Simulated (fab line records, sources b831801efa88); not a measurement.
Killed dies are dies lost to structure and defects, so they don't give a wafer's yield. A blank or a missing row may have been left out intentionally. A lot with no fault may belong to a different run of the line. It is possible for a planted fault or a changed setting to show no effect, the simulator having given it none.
What tool caused it? || flow gf180mcu || 12 lots, 36 wafers sampled, at 2 steps of a route of 602

== WHAT THE GAUGES SHOWED, per wafer ==
GF_M3_OVL_MEAS_15.
{"lot": "L075", "measured": "day 21 16:04", "on": "overlay-02", "M3_OVL (nm)": "-8 -7 1"}
{"lot": "L077", "measured": "day 22 12:04", "on": "overlay-01", "M3_OVL (nm)": "5 0 10"}
{"lot": "L079", "measured": "day 23 07:16", "on": "overlay-01", "M3_OVL (nm)": "10 10 9"}
{"lot": "L081", "measured": "day 23 21:34", "on": "overlay-01", "M3_OVL (nm)": "-6 -11 -7"}
{"lot": "L083", "measured": "day 24 14:31", "on": "overlay-02", "M3_OVL (nm)": "2 6 3"}
{"lot": "L085", "measured": "day 25 10:43", "on": "overlay-01", "M3_OVL (nm)": "2 0 -8"}
{"lot": "L087", "measured": "day 26 00:46", "on": "overlay-01", "M3_OVL (nm)": "-2 0 -9"}
{"lot": "L089", "measured": "day 26 09:49", "on": "overlay-02", "M3_OVL (nm)": "-3 -2 0"}
{"lot": "L091", "measured": "day 27 01:19", "on": "overlay-02", "M3_OVL (nm)": "5 5 0"}
{"lot": "L093", "measured": "day 27 16:48", "on": "overlay-02", "M3_OVL (nm)": "-6 0 -6"}
{"lot": "L095", "measured": "day 28 06:16", "on": "overlay-01", "M3_OVL (nm)": "-2 0 -3"}
{"lot": "L097", "measured": "day 29 01:28", "on": "overlay-02", "M3_OVL (nm)": "4 -7 -4"}

== WHAT TOOL EACH LOT RAN ON (gives the tool, then ch and the chambers of the sampled wafers, and finally the start) ==
{"lot": "L075", "GF_M3_SPUTTER_04": "pvd-sputter-02, day 20 16:27"}
{"lot": "L077", "GF_M3_SPUTTER_04": "pvd-sputter-04, day 21 12:10"}
{"lot": "L079", "GF_M3_SPUTTER_04": "pvd-sputter-04, day 22 08:04"}
{"lot": "L081", "GF_M3_SPUTTER_04": "pvd-sputter-02, day 22 22:49"}
{"lot": "L083", "GF_M3_SPUTTER_04": "pvd-sputter-02, day 23 16:41"}
{"lot": "L085", "GF_M3_SPUTTER_04": "pvd-sputter-02, day 24 13:23"}
{"lot": "L087", "GF_M3_SPUTTER_04": "pvd-sputter-04, day 25 03:53"}
{"lot": "L089", "GF_M3_SPUTTER_04": "pvd-sputter-02, day 25 12:29"}
{"lot": "L091", "GF_M3_SPUTTER_04": "pvd-sputter-02, day 26 05:04"}
{"lot": "L093", "GF_M3_SPUTTER_04": "pvd-sputter-03, day 26 21:18"}
{"lot": "L095", "GF_M3_SPUTTER_04": "pvd-sputter-04, day 27 10:26"}
{"lot": "L097", "GF_M3_SPUTTER_04": "pvd-sputter-04, day 28 05:52"}
- GF_M3_SPUTTER_04: material TiN, target thk 50 nm, time 43.74 s.

== THE ANSWER, worked out from the rows above alone ==
Rule: what is usual is taken from the lots themselves. The widest of any qualifying gaps counts: lots, ordered by their means at a reading, are off when they make up no more than a third of the lots, leave a main group of 4 or more, and stand apart from it by 3 or more times the standard deviation of that group's means. Not used: any main group whose means are identical at the precision the tables above print for the reading. Also off: a lot with no number at a reading for which 4 or more lots have one. The other lots that the step has rows for count as sound.
Nothing can be told from this: no lot is off at any reading shown.

== WHAT HAD BEEN PUT IN BY THE SIMULATOR ==
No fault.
